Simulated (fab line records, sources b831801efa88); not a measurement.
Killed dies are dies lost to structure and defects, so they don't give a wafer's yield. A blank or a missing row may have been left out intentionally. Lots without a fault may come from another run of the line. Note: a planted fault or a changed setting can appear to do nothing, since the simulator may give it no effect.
fab line records	flow sky130
record lots=11	wafers=33	lastDay=50
route steps=708 shown FIELD_ISO@16 POLY_GATE@231 CONTACT@409 PAD_OPEN@708
lots with no fault: from the same line, run without faults
startH: hours from the record's first day to the start of the lot's first wafer shown	waitH: how many hours have passed since the lot's step before this one	" same as the row above	L1.1+2: several wafers, shown together as one row	- either no value or no given start	* or withheld: withheld	< > ~ a bound
route shown NAME@n: names a module that has steps shown in the file, with the first one's number in the route	usual: the fault-free wafers' mean and standard deviation	same: alike in all rows	chamber/n: place in a boat	sites: the reading at each site	_std_site: the standard deviation of these	_edge_site: outer sites' mean less inner sites'	radiusMm: for every site, how far away it sits from the centre of the wafer	mask NAME#n: copy n	behind: the tool/chamber that last shaped the wafer	hold: what put the lot on hold/how long, in hours/how the hold closed	device: the transistor (n, p or np) that didn't switch	end of line: tests run on the same wafers once the route is complete	for a step that has no rows: nothing shown but its recipe	killed: the dies lost at the first sort to structure and to defects; this is not the yield of the wafer	map: per-die view of a wafer (x killed, . not killed, _ where there is no die)
set.NAME: the run value of the setting; set.NAME@STEP: its run value at that earlier step	model.NAME: the simulator's own value behind a step, which no gauge read
steps of the route over a sample of lots; a table a step, a row a wafer
services: a tool's chamber out of use, with start hour (startH, from the record's first day; less than 0 if before it), hours out, and reason
## steps
# step SKY_FIELD_ISO_ETCH_15
# recipe chemistry=CHF3/O2	targetDepthNm=180	stopOn=Si	sourceW=600	biasW=200	pressureMtorr=40	chf3FlowSccm=50	O2_flow_sccm=5	timeS=72
# usual O2_flow_sccm=5.002/0.015	biasW=200.0/0.57	drypumpMotorCurrentA=5.9/0.49	oesProductAu=0.951/0.006	throttleValvePct=8.844/0.0085
lot.wafer	tool	chamber	startH	waitH	O2_flow_sccm	biasW	drypumpMotorCurrentA	oesProductAu	rfHoursCounterH	throttleValvePct
L660.1	rieDiel-01	2	28.72	0.0	5.017	201.5	6.4	0.937	6	8.859
L660.4	"	1	"	"	4.992	200.3	6.2	0.953	80	8.834
L660.5	"	0	"	"	4.999	199.9	4.9	0.950	-	8.865
L662.1	rieDiel-01	1	39.67	0.0	4.998	200.0	6.2	0.950	80	8.846
L662.5	"	2	"	"	5.014	198.7	6.4	0.945	-	8.837
L662.6	"	3	"	"	5.024	200.7	5.5	0.956	-	8.840
L663.2	rieDiel-01	3	44.52	0.0	5.019	200.0	5.6	0.948	1	8.858
L663.3	"	1	"	"	4.991	199.3	6.2	0.959	80	8.838
L663.4	"	0	"	"	5.020	199.6	4.9	0.955	2	8.845
L668.2	rieDiel-03	0	73.38	0.0	5.024	199.0	5.9	0.953	89	8.851
L668.3	"	2	"	"	4.993	199.6	6.5	0.949	8	8.840
L668.5	"	2	"	"	5.006	199.4	6.6	0.951	-	8.844
L673.4	rieDiel-01	0	99.15	0.0	4.995	200.0	4.9	0.962	3	8.852
L673.5	"	2	"	"	5.022	200.3	6.4	0.957	-	8.840
L673.6	"	1	"	"	4.990	199.3	6.2	0.955	-	8.830
L674.1	rieDiel-03	0	105.32	0.0	5.008	201.0	5.8	0.950	90	8.853
L674.2	"	2	"	"	4.968	199.9	6.6	0.949	9	8.832
L674.3	"	3	"	"	5.027	200.4	5.4	0.952	1	8.839
L675.1	rieDiel-01	3	109.30	0.0	4.989	200.2	5.6	0.950	2	8.841
L675.3	"	1	"	"	4.977	199.2	6.2	0.945	82	8.852
L675.6	"	0	"	"	5.016	200.3	4.9	0.945	-	8.838
L676.2	rieDiel-03	1	113.05	0.0	5.002	199.2	5.8	0.950	7	8.835
L676.4	"	0	"	"	4.985	199.1	5.8	0.956	90	8.834
L676.5	"	0	"	"	4.986	199.7	5.8	0.955	-	8.846
L679.1	rieDiel-03	1	130.05	0.0	4.992	199.9	5.8	0.957	8	8.833
L679.2	"	2	"	"	5.013	200.5	6.6	0.967	10	8.849
L679.5	"	3	"	"	4.995	200.3	5.4	0.952	-	8.850
L682.2	rieDiel-04	0	143.50	0.0	5.003	200.0	5.6	0.955	86	8.858
L682.3	"	2	"	"	5.015	200.6	6.7	0.955	78	8.843
L682.6	"	3	"	"	4.993	198.5	6.2	0.956	-	8.834
L683.2	rieDiel-04	1	148.43	0.0	5.012	200.8	6.1	0.951	7	8.840
L683.3	"	0	"	"	5.023	199.3	5.6	0.956	86	8.837
L683.5	"	1	"	"	5.026	200.5	6.1	0.952	-	8.844
# step SKY_POLY_GATE_ETCH_17
# recipe targetDepthNm=180	stopOn=SiO2	overEtchFrac=0.56667	chemistry=HBr/Cl2	target=poly-Si	icpW=400	biasW=100	pressureMtorr=10	HBr_flow_sccm=150	Cl2_flow_sccm=50	timeS=70.5
# usual HBr_flow_sccm=149.9/0.43	biasW=100.00/0.29	drypumpMotorCurrentA=5.79/0.22	oesProductAu=0.986/0.0066	throttleValvePct=33.684/0.0092
lot.wafer	tool	chamber	startH	waitH	HBr_flow_sccm	biasW	drypumpMotorCurrentA	oesProductAu	rfHoursCounterH	throttleValvePct
L660.1	rieSi-01	1	366.25	0.0	150.2	99.98	5.91	0.995	1	33.681
L660.4	"	0	"	"	150.4	100.08	5.95	0.989	5	33.689
L660.5	"	0	"	"	150.1	99.98	5.95	0.991	-	33.683
L662.1	rieSi-01	1	384.46	0.0	149.9	100.15	5.85	0.982	2	33.671
L662.5	"	3	"	"	150.1	99.75	6.09	0.993	-	33.674
L662.6	"	2	"	"	150.7	99.96	5.73	0.981	-	33.690
L663.2	rieSi-02	0	393.56	0.0	149.5	100.01	5.89	0.971	78	33.689
L663.3	"	1	"	"	149.8	100.49	5.78	0.982	21	33.663
L663.4	"	3	"	"	149.8	100.15	5.44	0.977	3	33.693
L668.2	rieSi-02	2	447.14	0.0	149.5	100.46	5.44	0.986	0	33.688
L668.3	"	1	"	"	150.7	100.27	5.74	0.989	22	33.688
L668.5	"	0	"	"	150.1	99.77	5.91	0.973	-	33.669
L673.4	rieSi-01	3	487.70	0.0	-	-	-	-	-	-
L673.5	"	0	"	"	-	-	-	-	-	-
L673.6	"	1	"	"	-	-	-	-	-	-
L674.1	rieSi-02	0	498.20	0.0	-	-	-	-	-	-
L674.2	"	1	"	"	-	-	-	-	-	-
L674.3	"	3	"	"	-	-	-	-	-	-
L675.1	rieSi-01	2	507.00	0.0	-	-	-	-	-	-
L675.3	"	0	"	"	-	-	-	-	-	-
L675.6	"	2	"	"	-	-	-	-	-	-
L676.2	rieSi-02	2	511.19	0.0	149.5	100.41	5.41	0.986	1	33.681
L676.4	"	1	"	"	150.8	99.48	5.74	0.978	22	33.702
L676.5	"	2	"	"	149.7	99.96	5.42	0.992	-	33.679
L679.1	rieSi-01	0	542.01	0.0	149.3	100.29	5.96	0.984	6	33.688
L679.2	"	2	"	"	150.4	100.24	5.72	0.986	0	33.678
L679.5	"	3	"	"	149.9	100.21	6.12	0.981	-	33.682
L682.2	rieSi-02	0	558.09	0.0	149.7	100.61	5.93	0.981	1	33.688
L682.3	"	1	"	"	150.7	100.22	5.68	0.992	22	33.691
L682.6	"	0	"	"	150.5	100.40	5.93	0.980	-	33.672
L683.2	rieSi-01	1	569.95	0.0	150.0	99.78	5.90	0.996	3	33.690
L683.3	"	0	"	"	149.0	99.93	5.97	0.998	6	33.689
L683.5	"	3	"	"	150.0	99.79	6.10	1.001	-	33.677
# step SKY_POLY_GATE_STRIP_18
# recipe chemistry=O2/N2	powerW=1400	pressureMtorr=1500	platenTempC=withheld	o2FlowSccm=3000	n2FlowSccm=300	overashFraction=0.5
# usual drypumpMotorCurrentA=6.1/0.38	oesProductAu=0.362/0.0045	stripTimeToEndpointS=3.178/0.03
# same overashFraction=0.5
lot.wafer	tool	chamber	startH	waitH	drypumpMotorCurrentA	oesProductAu	rfHoursCounterH	stripTimeToEndpointS
L660.1	plasmaAsher-04	0	366.30	0.0	5.6	0.363	26	3.146
L660.4	"	0	"	"	5.6	0.367	-	3.182
L660.5	"	0	"	"	5.6	0.367	-	3.179
L662.1	plasmaAsher-04	0	384.51	0.0	5.6	0.366	28	3.215
L662.5	"	0	"	"	5.6	0.371	-	3.178
L662.6	"	1	"	"	6.0	0.363	-	3.200
L663.2	plasmaAsher-02	0	393.61	0.0	6.6	0.370	71	3.198
L663.3	"	1	"	"	6.4	0.363	-	3.176
L663.4	"	0	"	"	6.6	0.364	-	3.185
L668.2	plasmaAsher-04	1	447.20	0.0	6.1	0.364	34	3.134
L668.3	"	0	"	"	5.6	0.363	-	3.144
L668.5	"	1	"	"	6.0	0.356	-	3.138
L673.4	plasmaAsher-02	1	487.79	0.1	6.4	0.403	-	4.201
L673.5	"	1	"	"	6.4	0.396	-	4.220
L673.6	"	0	"	"	6.6	0.410	-	4.188
L674.1	plasmaAsher-04	0	498.25	0.0	5.6	0.397	40	4.147
L674.2	"	1	"	"	6.0	0.408	40	4.204
L674.3	"	0	"	"	5.6	0.409	-	4.190
L675.1	plasmaAsher-03	0	507.05	0.0	5.9	0.406	8	4.156
L675.3	"	1	"	"	6.4	0.403	-	4.184
L675.6	"	0	"	"	5.9	0.396	-	4.152
L676.2	plasmaAsher-02	0	511.25	0.0	6.6	0.357	82	3.161
L676.4	"	1	"	"	6.5	0.359	-	3.200
L676.5	"	1	"	"	6.5	0.365	-	3.163
L679.1	plasmaAsher-04	1	542.06	0.0	6.0	0.364	44	3.189
L679.2	"	0	"	"	5.6	0.359	44	3.205
L679.5	"	0	"	"	5.6	0.370	-	3.226
L682.2	plasmaAsher-03	1	558.15	0.0	6.4	0.363	13	3.190
L682.3	"	1	"	"	6.4	0.365	-	3.175
L682.6	"	1	"	"	6.4	0.360	-	3.210
L683.2	plasmaAsher-02	0	570.00	0.0	6.6	0.366	89	3.172
L683.3	"	1	"	"	6.4	0.366	-	3.201
L683.5	"	1	"	"	6.4	0.360	-	3.177
# step SKY_CONTACT_THK_MEAS_03
# recipe reads=SiO2_of_CONTACT_HDPCVD_02
# usual CONTACT_HDPCVD_THK=564/5.3
lot.wafer	tool	chamber	startH	waitH	CONTACT_HDPCVD_THK[nm]
L660.1	filmMetro-03	-	704.67	0.0	564
L660.4	"	-	"	"	571
L660.5	"	-	"	"	567
L662.1	filmMetro-04	-	718.90	0.0	566
L662.5	"	-	"	"	566
L662.6	"	-	"	"	568
L663.2	filmMetro-04	-	728.95	0.0	563
L663.3	"	-	"	"	562
L663.4	"	-	"	"	556
L668.2	filmMetro-01	-	775.37	0.1	564
L668.3	"	-	"	"	569
L668.5	"	-	"	"	564
L676.2	filmMetro-04	-	834.03	0.0	569
L676.4	"	-	"	"	566
L676.5	"	-	"	"	576
L679.1	filmMetro-01	-	860.70	0.0	563
L679.2	"	-	"	"	563
L679.5	"	-	"	"	558
L682.2	filmMetro-01	-	872.40	0.0	558
L682.3	"	-	"	"	556
L682.6	"	-	"	"	550
L683.2	filmMetro-01	-	885.43	0.0	560
L683.3	"	-	"	"	558
L683.5	"	-	"	"	566
# step SKY_CONTACT_BOW_MEAS_05
# recipe mode=bow
# usual CONTACT_BOW=82/7
lot.wafer	tool	chamber	startH	waitH	CONTACT_BOW[um]
L660.1	filmMetro-03	-	705.03	0.1	88
L660.4	"	-	"	"	89
L660.5	"	-	"	"	92
L662.1	filmMetro-04	-	719.26	0.2	93
L662.5	"	-	"	"	82
L662.6	"	-	"	"	80
L663.2	filmMetro-04	-	729.32	0.3	78
L663.3	"	-	"	"	83
L663.4	"	-	"	"	68
L668.2	filmMetro-03	-	775.74	0.3	63
L668.3	"	-	"	"	86
L668.5	"	-	"	"	68
L676.2	filmMetro-04	-	834.40	0.1	83
L676.4	"	-	"	"	76
L676.5	"	-	"	"	78
L679.1	filmMetro-03	-	861.06	0.2	75
L679.2	"	-	"	"	80
L679.5	"	-	"	"	79
L682.2	filmMetro-03	-	872.77	0.3	90
L682.3	"	-	"	"	87
L682.6	"	-	"	"	76
L683.2	filmMetro-04	-	885.80	0.1	86
L683.3	"	-	"	"	88
L683.5	"	-	"	"	70
# step SKY_PAD_OPEN_PROBE_99
# usual killed_at_M0_to_M3=42/6.9	killed_at_M4_up=3.2/1.7	killedAtContacts=23/5.5	killedAtFrontEnd=16/4	killedAtOther=0.4/0.55	killedDies=85/9.2	killedOnRim=16/3.5	killedOpen=46/6.8	killedShort=38/6.2
# same grossDies=492	killedAtBackSide=0
lot.wafer	tool	chamber	startH	waitH	killed_at_M0_to_M3	killed_at_M4_up	killedAtContacts	killedAtFrontEnd	killedAtOther	killedDies	killedOnRim	killedOpen	killedShort
L668.2	prober-01	-	1129.22	0.1	50	1	20	11	0	82	17	48	34
L668.3	prober-01	-	1129.27	0.2	37	4	22	19	0	82	15	38	44
L668.5	prober-01	-	1129.37	0.2	32	1	14	16	1	64	12	43	21
L673.4	prober-01	-	1152.51	0.2	36	5	18	433	0	492	96	41	34
L673.5	prober-01	-	1152.56	0.2	27	2	28	434	1	492	96	38	33
L673.6	prober-01	-	1152.61	0.2	46	6	27	413	0	492	96	52	36
L674.1	prober-02	-	1156.03	0.1	45	2	20	424	1	492	96	46	38
L674.2	prober-02	-	1156.08	0.1	55	3	36	398	0	492	96	55	57
L674.3	prober-02	-	1156.13	0.2	45	3	21	423	0	492	96	38	42
L675.1	prober-01	-	1163.31	0.1	36	5	17	434	0	492	96	39	39
L675.3	prober-01	-	1163.41	0.2	31	5	20	436	0	492	96	37	30
L675.6	prober-01	-	1163.56	0.2	34	6	22	429	1	492	96	40	42
# killed by level:class
L668.2 VIA2:geometricParticle:open=12 VIA1:geometricParticle:open=10 CONTACT:geometricParticle:open=8 METAL1:geometricParticle:short=7 VIA2:geometricParticle:short=6 CONTACT:geometricParticle:short=5 VIA3:geometricParticle:open=4 POLY_GATE:geometricParticle:open=4
L668.3 VIA2:geometricParticle:open=8 POLY_GATE:geometricParticle:short=6 CONTACT:geometricParticle:open=6 POLY_GATE:geometricParticle:open=5 CONTACT:geometricParticle:short=5 VIA1:geometricParticle:open=5 LOCAL_INTERCONNECT:geometricParticle:short=4 VIA2:geometricParticle:short=4
L668.5 VIA1:geometricParticle:open=9 VIA3:geometricParticle:open=8 LI_CONTACT:geometricParticle:open=7 CONTACT:geometricParticle:open=5 VIA2:geometricParticle:open=5 FIELD_ISO:geometricParticle:short=3 POLY_GATE:geometricParticle:short=3 POLY_GATE:geometricParticle:open=3
L673.4 POLY_GATE:areaEtch=417 VIA3:geometricParticle:open=12 VIA1:geometricParticle:open=7 POLY_GATE:geometricParticle:open=5 CONTACT:geometricParticle:open=5 VIA2:geometricParticle:open=5 POLY_GATE:geometricParticle:short=4 CONTACT:geometricParticle:short=4
L673.5 POLY_GATE:areaEtch=420 LI_CONTACT:geometricParticle:open=10 VIA3:geometricParticle:open=7 CONTACT:geometricParticle:open=6 VIA1:geometricParticle:short=5 FIELD_ISO:geometricParticle:short=4 LOCAL_INTERCONNECT:geometricParticle:short=4 CONTACT:geometricParticle:short=4
L673.6 POLY_GATE:areaEtch=404 VIA1:geometricParticle:open=11 CONTACT:geometricParticle:open=8 VIA2:geometricParticle:open=7 VIA3:geometricParticle:open=7 CONTACT:geometricParticle:short=6 LI_CONTACT:geometricParticle:open=5 METAL2:geometricParticle:short=5
L674.1 POLY_GATE:areaEtch=408 VIA1:geometricParticle:open=9 CONTACT:geometricParticle:open=9 VIA3:geometricParticle:open=8 VIA2:geometricParticle:open=7 FIELD_ISO:geometricParticle:open=6 METAL1:geometricParticle:short=6 FIELD_ISO:geometricParticle:short=5
L674.2 POLY_GATE:areaEtch=380 CONTACT:geometricParticle:open=16 VIA1:geometricParticle:open=11 VIA1:geometricParticle:short=11 FIELD_ISO:geometricParticle:short=8 CONTACT:geometricParticle:short=7 VIA2:geometricParticle:open=7 LOCAL_INTERCONNECT:geometricParticle:short=6
L674.3 POLY_GATE:areaEtch=410 METAL1:geometricParticle:short=15 LI_CONTACT:geometricParticle:open=9 VIA1:geometricParticle:open=8 VIA3:geometricParticle:open=6 FIELD_ISO:geometricParticle:short=5 LOCAL_INTERCONNECT:geometricParticle:short=4 CONTACT:geometricParticle:open=4
L675.1 POLY_GATE:areaEtch=414 METAL2:geometricParticle:short=8 FIELD_ISO:geometricParticle:short=7 VIA3:geometricParticle:open=7 VIA2:geometricParticle:open=7 VIA1:geometricParticle:open=7 CONTACT:geometricParticle:open=6 CONTACT:geometricParticle:short=5
L675.3 POLY_GATE:areaEtch=425 LI_CONTACT:geometricParticle:open=8 VIA2:geometricParticle:open=6 VIA3:geometricParticle:short=6 FIELD_ISO:geometricParticle:open=5 CONTACT:geometricParticle:open=5 VIA3:geometricParticle:open=5 LOCAL_INTERCONNECT:geometricParticle:short=4
L675.6 POLY_GATE:areaEtch=410 FIELD_ISO:geometricParticle:open=8 CONTACT:geometricParticle:open=6 METAL2:geometricParticle:short=6 FIELD_ISO:geometricParticle:short=5 LI_CONTACT:geometricParticle:open=5 CONTACT:geometricParticle:short=5 METAL1:geometricParticle:short=4
## services
tool	chamber	startH	hours	kind
rieSi-02	1	35.45	3.1	repair
plasmaAsher-04	-	46.33	1.5	repair
plasmaAsher-04	-	48.03	14.6	pm
rieDiel-01	-	55.04	0.3	repair
plasmaAsher-04	-	108.75	9.0	pm
rieDiel-01	1	110.62	12.5	repair
rieSi-02	2	116.95	2.7	repair
rieSi-01	2	121.89	14.8	repair
rieSi-01	3	147.16	7.3	repair
rieDiel-01	2	178.05	21.5	repair
rieSi-01	1	211.34	1.9	repair
plasmaAsher-04	-	231.31	0.7	repair
rieSi-01	0	231.41	10.9	repair
rieSi-02	-	256.31	0.4	repair
rieSi-01	3	258.40	6.7	repair
rieDiel-01	0	264.66	9.8	repair
plasmaAsher-04	-	305.14	1.0	repair
rieDiel-01	3	328.46	2.7	repair
rieDiel-01	2	332.33	2.4	repair
rieSi-01	-	360.53	0.1	repair
rieDiel-01	3	362.24	13.2	repair
rieSi-01	3	472.43	5.0	repair
rieSi-01	3	482.94	2.1	repair
rieSi-01	2	516.33	3.8	repair
## key
firstSign step=SKY_POLY_GATE_ETCH_17	reading=toolRecord	direction=missing
effect step=SKY_POLY_GATE_STRIP_18	reading=stripTimeToEndpointS	direction=up	sigmas=34	usual=*	struck=*
effect step=SKY_PAD_OPEN_PROBE_99	reading=killedAtFrontEnd	direction=up	sigmas=99+	usual=16	struck=425
moreKillsBornAt SKY_POLY_GATE_ETCH_17@rieSi-01=2490	SKY_POLY_GATE_ETCH_17@rieSi-02=1198
metAt SKY_POLY_GATE_ETCH_17
struckLots L673,L674,L675
laterRowsLeftOut L673.4,L673.5,L673.6,L674.1,L674.2,L674.3,L675.1,L675.3,L675.6
testerLeftOut L673,L674,L675
notActingAt SKY_FIELD_ISO_ETCH_15,SKY_CONTACT_THK_MEAS_03,SKY_CONTACT_BOW_MEAS_05
onsetBetween 447.14 487.70
fault kind=skippedStepWhole	tool=rieSi-01,rieSi-02	chamber=-	onsetH=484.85	steps=SKY_POLY_GATE_ETCH_17	scope=struckLotsOnly
# testerLeftOut: of these lots the tester's yield and bins aren't shown, on N5 and GAA mostly nor the transistor test; their killed dies are dies lost to structure and defects alone, not to doping, threshold or leakage, so they don't give the yield
# laterRowsLeftOut: the simulator's readings of these wafers behind a module that went badly wrong aren't trusted and aren't shown, but for the sort
